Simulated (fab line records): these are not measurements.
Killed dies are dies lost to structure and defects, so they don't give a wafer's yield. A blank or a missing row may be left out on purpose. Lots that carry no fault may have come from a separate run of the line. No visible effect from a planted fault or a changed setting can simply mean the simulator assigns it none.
The tool behind it: which one?	flow gf180mcu	Sampling: 15 lots, 45 wafers, 4 of 602 route steps

## WHAT THE GAUGES READ, wafer by wafer
The record holds no reading of a measuring or inspecting step that can be judged against a usual standard deviation.

## EACH LOT AND THE TOOL THAT RAN IT (in order: tool; ch and the chambers of the sampled wafers; start)
lot	GF_V5_SPUTTER_22	GF_TOP_METAL_SPUTTER_03	GF_TOP_METAL_EXPOSE_11	GF_TOP_METAL_METAL_ETCH_16
L376	pvd-sputter-04, day 27 18:35	pvd-sputter-02, day 27 19:23	iline-stepper-02 ch 0, day 28 05:16	rie-metal-04 ch 0,1, day 28 15:28
L377	pvd-sputter-01, day 27 19:14	pvd-sputter-04, day 27 20:02	iline-stepper-02 ch 0, day 28 05:43	rie-metal-01 ch 0,1, day 28 16:04
L378	pvd-sputter-04, day 28 03:46	pvd-sputter-01, day 28 04:34	iline-stepper-02 ch 0, day 28 14:21	rie-metal-02 ch 0,1, day 28 23:47
L379	pvd-sputter-04, day 28 12:41	pvd-sputter-01, day 28 13:29	iline-stepper-01 ch 0, day 28 23:29	rie-metal-01 ch 0,1, day 29 09:13
L380	pvd-sputter-01, day 28 20:01	pvd-sputter-01, day 28 20:49	iline-stepper-02 ch 0, day 29 06:20	rie-metal-01 ch 0,1, day 29 15:16
L382	pvd-sputter-01, day 29 12:44	pvd-sputter-04, day 29 13:32	iline-stepper-02 ch 0, day 29 23:08	rie-metal-01 ch 0,1, day 30 08:31
L384	pvd-sputter-04, day 30 06:11	pvd-sputter-04, day 30 06:59	iline-stepper-01 ch 0, day 30 15:54	rie-metal-04 ch 0,1, day 31 00:56
L385	pvd-sputter-04, day 30 09:55	pvd-sputter-04, day 30 10:43	iline-stepper-02 ch 0, day 30 19:36	rie-metal-01 ch 1, day 31 04:22
L388	pvd-sputter-03, day 31 01:58	pvd-sputter-04, day 31 02:47	iline-stepper-02, day 31 11:27	rie-metal-01 ch 0,1, day 31 20:04
L389	pvd-sputter-04, day 31 10:44	pvd-sputter-01, day 31 11:32	iline-stepper-02, day 31 20:47	rie-metal-01 ch 1, day 32 04:59
L390	pvd-sputter-01, day 31 16:22	pvd-sputter-04, day 31 17:11	iline-stepper-02, day 32 01:43	rie-metal-02 ch 0,1, day 32 10:01
L391	pvd-sputter-01, day 32 01:53	pvd-sputter-01, day 32 02:55	iline-stepper-01 ch 0, day 32 11:20	rie-metal-02 ch 1, day 32 19:37
L393	pvd-sputter-04, day 32 19:56	pvd-sputter-01, day 32 20:44	iline-stepper-02 ch 0, day 33 04:50	rie-metal-04 ch 0,1, day 33 12:19
L396	pvd-sputter-04, day 33 05:31	pvd-sputter-01, day 33 06:20	iline-stepper-01 ch 0, day 33 14:04	rie-metal-04 ch 0,1, day 33 21:44
L398	pvd-sputter-03, day 33 17:28	pvd-sputter-01, day 33 18:17	iline-stepper-01 ch 0, day 34 01:49	rie-metal-01 ch 0, day 34 09:13
- GF_V5_SPUTTER_22: material TiN, target thk 10 nm, time 40 s.
- GF_TOP_METAL_SPUTTER_03: material Ti, target thk 5 nm, time 3.3 s.
- GF_TOP_METAL_EXPOSE_11: exposes mask MetalTop, target cd 440 nm.
- GF_TOP_METAL_METAL_ETCH_16: etches the open film in Cl2/BCl3, stops on SiO2, target depth 1077.5 nm, time 179.6 s.

## WHAT THE TOOLS THEMSELVES READ (means of the sampled wafers that have a number; where no wafer has one, the mark that the record gives instead)
GF_V5_SPUTTER_22.
lot	tool	chamber-pressure-pa (Pa)	throttle-valve-pct (%)
L376	pvd-sputter-04	4.994	30.3
L377	pvd-sputter-01	5.001	29.3
L378	pvd-sputter-04	4.999	30.1
L379	pvd-sputter-04	5.009	30.1
L380	pvd-sputter-01	5.003	29.3
L382	pvd-sputter-01	5.002	29.4
L384	pvd-sputter-04	5.008	30.0
L385	pvd-sputter-04	5.009	30.2
L388	pvd-sputter-03	4.999	31.1
L389	pvd-sputter-04	4.997	31.5
L390	pvd-sputter-01	4.997	30.2
L391	pvd-sputter-01	4.995	29.2
L393	pvd-sputter-04	4.991	31.3
L396	pvd-sputter-04	4.997	31.3
L398	pvd-sputter-03	4.998	31.6

GF_TOP_METAL_SPUTTER_03.
lot	tool	chamber-pressure-pa (Pa)	throttle-valve-pct (%)
L376	pvd-sputter-02	0.2999	30.2
L377	pvd-sputter-04	0.3000	30.1
L378	pvd-sputter-01	0.3005	29.7
L379	pvd-sputter-01	0.3005	29.0
L380	pvd-sputter-01	0.3003	28.6
L382	pvd-sputter-04	0.2997	30.1
L384	pvd-sputter-04	0.3001	31.0
L385	pvd-sputter-04	0.2999	30.0
L388	pvd-sputter-04	0.3003	31.4
L389	pvd-sputter-01	0.3006	29.6
L390	pvd-sputter-04	0.2998	30.1
L391	pvd-sputter-01	0.2997	29.5
L393	pvd-sputter-01	0.2999	29.0
L396	pvd-sputter-01	0.2998	29.0
L398	pvd-sputter-01	0.2997	28.6

GF_TOP_METAL_EXPOSE_11.
lot	tool	exposure-dose-mJ-cm2	focus-offset-nm (nm)
L376	iline-stepper-02	169.98	0.2
L377	iline-stepper-02	169.99	-0.3
L378	iline-stepper-02	170.10	0.6
L379	iline-stepper-01	169.88	-0.3
L380	iline-stepper-02	169.99	0.2
L382	iline-stepper-02	170.07	-0.6
L384	iline-stepper-01	169.95	0.2
L385	iline-stepper-02	169.83	-0.4
L388	iline-stepper-02	-	-
L389	iline-stepper-02	-	-
L390	iline-stepper-02	-	-
L391	iline-stepper-01	169.90	-0.5
L393	iline-stepper-02	170.05	-0.2
L396	iline-stepper-01	169.80	0.2
L398	iline-stepper-01	169.87	0.7

GF_TOP_METAL_METAL_ETCH_16.
lot	tool	drypump-motor-current-A (A)	oes-product-au (a.u.)	throttle-valve-pct (%)
L376	rie-metal-04	5.9	0.968	28.243
L377	rie-metal-01	5.8	0.964	28.263
L378	rie-metal-02	5.8	0.961	28.270
L379	rie-metal-01	6.2	0.956	28.267
L380	rie-metal-01	6.2	0.965	28.251
L382	rie-metal-01	6.2	0.965	28.262
L384	rie-metal-04	5.9	0.968	28.253
L385	rie-metal-01	5.5	0.958	28.263
L388	rie-metal-01	6.2	0.982	28.253
L389	rie-metal-01	5.5	0.974	28.250
L390	rie-metal-02	5.7	0.962	28.265
L391	rie-metal-02	6.0	0.957	28.274
L393	rie-metal-04	5.9	0.959	28.259
L396	rie-metal-04	6.0	0.969	28.252
L398	rie-metal-01	6.5	0.965	28.246

## THE ANSWER, worked out from the rows above alone
Rule: usual is defined by the lots themselves. Put in order of their means at a reading, lots are off if they are a third of the lots or fewer, leave a main group of 4 or more, and stand apart from it by a gap of 3 or more times the standard deviation of the main group's means; of several such gaps the widest counts. The tables above print the reading to a certain number of digits; a main group whose means all agree to those digits is not used. A lot without any number at a reading at which 4 lots or more have one is off too. The other lots that the step has rows for count as sound. Order of review: gauges by route order, followed by the tools' own readings, for which a lot's mean as printed above is used. The first step at which some lot is off is used, and at that step the reading that is off furthest; a lot without a number counts as furthest.
Off at GF_TOP_METAL_EXPOSE_11 (exposure-dose-mJ-cm2): L388, L389, L390. Without a number there: L388, L389, L390. Mean 169.95 and standard deviation 0.092 in the main group.
A tool fits if, at that step or a process step before it, it ran every lot that is off, and no sound lot after the first of them. Not one of the candidates tried fits.

## WHAT THE SIMULATOR PUT IN
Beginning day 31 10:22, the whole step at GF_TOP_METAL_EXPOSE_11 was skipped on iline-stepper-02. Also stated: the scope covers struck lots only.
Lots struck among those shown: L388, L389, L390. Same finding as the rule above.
